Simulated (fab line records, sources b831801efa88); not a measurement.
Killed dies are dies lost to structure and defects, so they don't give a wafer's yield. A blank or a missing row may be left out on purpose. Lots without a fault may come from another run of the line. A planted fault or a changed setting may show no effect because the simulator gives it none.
Which tool did it? | flow gf180mcu | 12 lots, 36 wafers sampled, at 5 steps of a route of 602

WHAT THE GAUGES READ, wafer by wafer
GF_CONTACT_THK_MEAS_26: measures by xrf.
lot  | measured     | on            | CONTACT_W_THK (nm)
L888 | day 16 10:19 | film_metro-02 | 297 295 303
L890 | day 17 04:44 | film_metro-02 | 296 288 297
L891 | day 17 23:12 | film_metro-04 | 294 297 299
L893 | day 18 13:16 | film_metro-04 | 305 298 302
L894 | day 18 19:28 | film_metro-01 | 294 288 296
L895 | day 19 05:58 | film_metro-01 | 296 287 287
L901 | day 21 05:22 | film_metro-01 | 293 287 287
L902 | day 21 20:43 | film_metro-01 | 293 293 291
L904 | day 22 11:06 | film_metro-04 | 301 298 299
L905 | day 22 17:29 | film_metro-02 | 298 299 299
L907 | day 23 07:19 | film_metro-01 | 290 296 288
L910 | day 24 08:31 | film_metro-02 | 288 289 295

GF_M1_OVL_MEAS_15.
lot  | measured     | on         | M1_OVL (nm)
L888 | day 17 09:44 | overlay-01 | 2 6 10
L890 | day 18 04:36 | overlay-01 | 5 2 5
L891 | day 18 23:44 | overlay-01 | 3 -1 -1
L893 | day 19 14:14 | overlay-02 | -14 -10 -15
L894 | day 19 20:49 | overlay-02 | -5 -1 4
L895 | day 20 07:04 | overlay-01 | 1 -2 -9
L901 | day 22 05:49 | overlay-02 | 4 -8 -5
L902 | day 22 20:31 | overlay-02 | 1 -8 -10
L904 | day 23 10:21 | overlay-02 | -2 0 -8
L905 | day 23 16:50 | overlay-02 | 10 1 7
L907 | day 24 05:40 | overlay-01 | 10 -4 7
L910 | day 25 06:50 | overlay-01 | -8 -4 -5

GF_V1_THK_MEAS_03.
lot  | measured     | on            | V1_CVD_02_THK (nm)
L888 | day 17 10:37 | film_metro-01 | 834 848 849
L890 | day 18 05:35 | film_metro-01 | 840 838 847
L891 | day 19 00:40 | film_metro-03 | 870 867 863
L893 | day 19 15:07 | film_metro-03 | 855 871 870
L894 | day 19 21:44 | film_metro-04 | 852 848 868
L895 | day 20 07:56 | film_metro-04 | 848 840 851
L901 | day 22 06:43 | film_metro-01 | 772 859 773
L902 | day 22 22:25 | film_metro-03 | 844 776 864
L904 | day 23 11:14 | film_metro-03 | 868 872 883
L905 | day 23 17:44 | film_metro-01 | 861 856 873
L907 | day 24 06:34 | film_metro-04 | 845 857 858
L910 | day 25 07:49 | film_metro-01 | 837 861 854

WHICH TOOL RAN EACH LOT (tool, then ch and the chambers of the sampled wafers, then the start)
lot  | GF_M1_SPUTTER_01             | GF_V1_CVD_02
L888 | pvd_sputter-04, day 16 10:47 | pecvd-01 ch 0,1,2, day 17 10:32
L890 | pvd_sputter-04, day 17 05:12 | pecvd-01 ch 0,1,2, day 18 05:31
L891 | pvd_sputter-02, day 17 23:41 | pecvd-01 ch 0,1,2, day 19 00:36
L893 | pvd_sputter-03, day 18 13:43 | pecvd-04 ch 1,2, day 19 15:02
L894 | pvd_sputter-02, day 18 19:55 | pecvd-01 ch 0,1, day 19 21:40
L895 | pvd_sputter-04, day 19 06:26 | pecvd-02 ch 1,2, day 20 07:53
L901 | pvd_sputter-02, day 21 05:48 | pecvd-02 ch 0,2, day 22 06:37
L902 | pvd_sputter-04, day 21 21:10 | pecvd-02 ch 0,1,2, day 22 22:21
L904 | pvd_sputter-02, day 22 11:34 | pecvd-04 ch 1,2, day 23 11:10
L905 | pvd_sputter-03, day 22 17:56 | pecvd-04 ch 0,1,2, day 23 17:38
L907 | pvd_sputter-03, day 23 07:46 | pecvd-04 ch 0,1, day 24 06:29
L910 | pvd_sputter-03, day 24 08:59 | pecvd-01 ch 0,2, day 25 07:45
- GF_M1_SPUTTER_01: material TiN, target thk 30 nm, time 25 s.
- GF_V1_CVD_02: deposits SiO2 from TEOS, target thk 850 nm, time 94.851 s.

WHAT THE TOOLS THEMSELVES READ (means of the sampled wafers that have a number; where no wafer has one, the mark that the record gives instead)
GF_M1_SPUTTER_01.
lot  | tool           | throttle_valve_pct (%)
L888 | pvd_sputter-04 | 31.1
L890 | pvd_sputter-04 | 31.2
L891 | pvd_sputter-02 | 29.2
L893 | pvd_sputter-03 | 30.1
L894 | pvd_sputter-02 | 29.9
L895 | pvd_sputter-04 | 30.8
L901 | pvd_sputter-02 | 29.5
L902 | pvd_sputter-04 | 31.3
L904 | pvd_sputter-02 | 29.6
L905 | pvd_sputter-03 | 29.8
L907 | pvd_sputter-03 | 29.6
L910 | pvd_sputter-03 | 30.0

GF_V1_CVD_02.
lot  | tool     | heater_power_w (W)
L888 | pecvd-01 | 710
L890 | pecvd-01 | 683
L891 | pecvd-01 | 648
L893 | pecvd-04 | 690
L894 | pecvd-01 | 546
L895 | pecvd-02 | 838
L901 | pecvd-02 | 805
L902 | pecvd-02 | 684
L904 | pecvd-04 | 627
L905 | pecvd-04 | 623
L907 | pecvd-04 | 598
L910 | pecvd-01 | 746

THE ANSWER, worked out from the rows above alone
Rule: what is usual is taken from the lots themselves. Put in order of their means at a reading, lots are off if they are a third of the lots or fewer, leave a main group of 4 or more, and stand apart from it by a gap of 3 or more times the standard deviation of the main group's means; of several such gaps the widest counts. A main group whose means are all the same, to the digits that the tables above print for the reading, isn't used. A lot without any number at a reading at which 4 lots or more have one is off too. The other lots that the step has rows for count as sound. The gauges are gone through in route order, then the tools' own readings, and for those a lot's mean is taken as printed above. The first step at which some lot is off is used, and at that step the reading that is off furthest; a lot without a number counts as furthest.
No lot is off at any reading shown: from this, nothing can be told.

WHAT THE SIMULATOR HAD PUT IN
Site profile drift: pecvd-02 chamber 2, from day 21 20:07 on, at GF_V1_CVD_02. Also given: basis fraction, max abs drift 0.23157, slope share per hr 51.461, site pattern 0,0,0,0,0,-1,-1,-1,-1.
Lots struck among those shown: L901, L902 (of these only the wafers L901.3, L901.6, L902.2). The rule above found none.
